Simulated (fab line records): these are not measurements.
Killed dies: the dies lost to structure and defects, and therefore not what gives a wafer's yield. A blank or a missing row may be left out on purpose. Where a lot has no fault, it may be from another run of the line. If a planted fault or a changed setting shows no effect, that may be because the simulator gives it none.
Chamber matching / flow sky130 / SKY_CONTACT_CMP_27 on cmp-01: 4 sister chambers
The step polishes, stops on SiO2, t overpolish 15 s, target thk 0 nm. 8 wafers are shown with their chamber, then 7 later ones without.

== WAFERS PAIRED WITH THEIR CHAMBERS ==
wafer=L911.2; chamber=1; motor_current_A (A)=13.0; edge_zone_pressure_frac=1.008
wafer=L913.6; chamber=1; motor_current_A (A)=12.4; edge_zone_pressure_frac=1.003
wafer=L918.1; chamber=0; motor_current_A (A)=10.4; edge_zone_pressure_frac=1.004
wafer=L919.4; chamber=2; motor_current_A (A)=10.1; edge_zone_pressure_frac=0.999
wafer=L919.6; chamber=3; motor_current_A (A)=12.5; edge_zone_pressure_frac=0.997
wafer=L920.4; chamber=0; motor_current_A (A)=9.8; edge_zone_pressure_frac=1.007
wafer=L932.1; chamber=3; motor_current_A (A)=12.4; edge_zone_pressure_frac=0.995
wafer=L932.4; chamber=2; motor_current_A (A)=9.4; edge_zone_pressure_frac=1.009

== WAFERS WITH NO CHAMBER GIVEN ==
wafer=L932.5; motor_current_A (A)=10.4; edge_zone_pressure_frac=0.993
wafer=L933.1; motor_current_A (A)=11.8; edge_zone_pressure_frac=1.005
wafer=L933.3; motor_current_A (A)=10.3; edge_zone_pressure_frac=0.991
wafer=L933.4; motor_current_A (A)=9.7; edge_zone_pressure_frac=0.991
wafer=L934.2; motor_current_A (A)=9.7; edge_zone_pressure_frac=1.002
wafer=L934.3; motor_current_A (A)=10.1; edge_zone_pressure_frac=1.007
wafer=L934.6; motor_current_A (A)=11.9; edge_zone_pressure_frac=0.999

== THE CHAMBER EACH PASSED THROUGH ==
wafer=L932.5; from the rows above=can't be placed: 0 or 2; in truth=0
wafer=L933.1; from the rows above=can't be placed: 1 or 3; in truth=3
wafer=L933.3; from the rows above=can't be placed: 2 or 0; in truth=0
wafer=L933.4; from the rows above=can't be placed: 2 or 0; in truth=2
wafer=L934.2; from the rows above=can't be placed: 2 or 0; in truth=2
wafer=L934.3; from the rows above=can't be placed: 0 or 2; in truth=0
wafer=L934.6; from the rows above=can't be placed: 3 or 1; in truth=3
0 of 7 placed correctly. From these rows, 7 cannot be placed; in 7 the true chamber is one of the candidates. Wrongly placed: 0.
How it was worked out, from the rows above alone: a wafer's distance from a chamber is the root of the sum, over the readings, of the square of ((its reading less the chamber's mean) divided by the reading's scatter). If the next closest chamber is less than 2 further off than the closest, the wafer can't be placed; otherwise it belongs to the closest. For every chamber, the mean is computed from those of its wafers that are shown. The scatter: take each reading less its chamber's mean, square it, sum over the shown wafers, divide by the number of wafers less the number of chambers, and take the root.
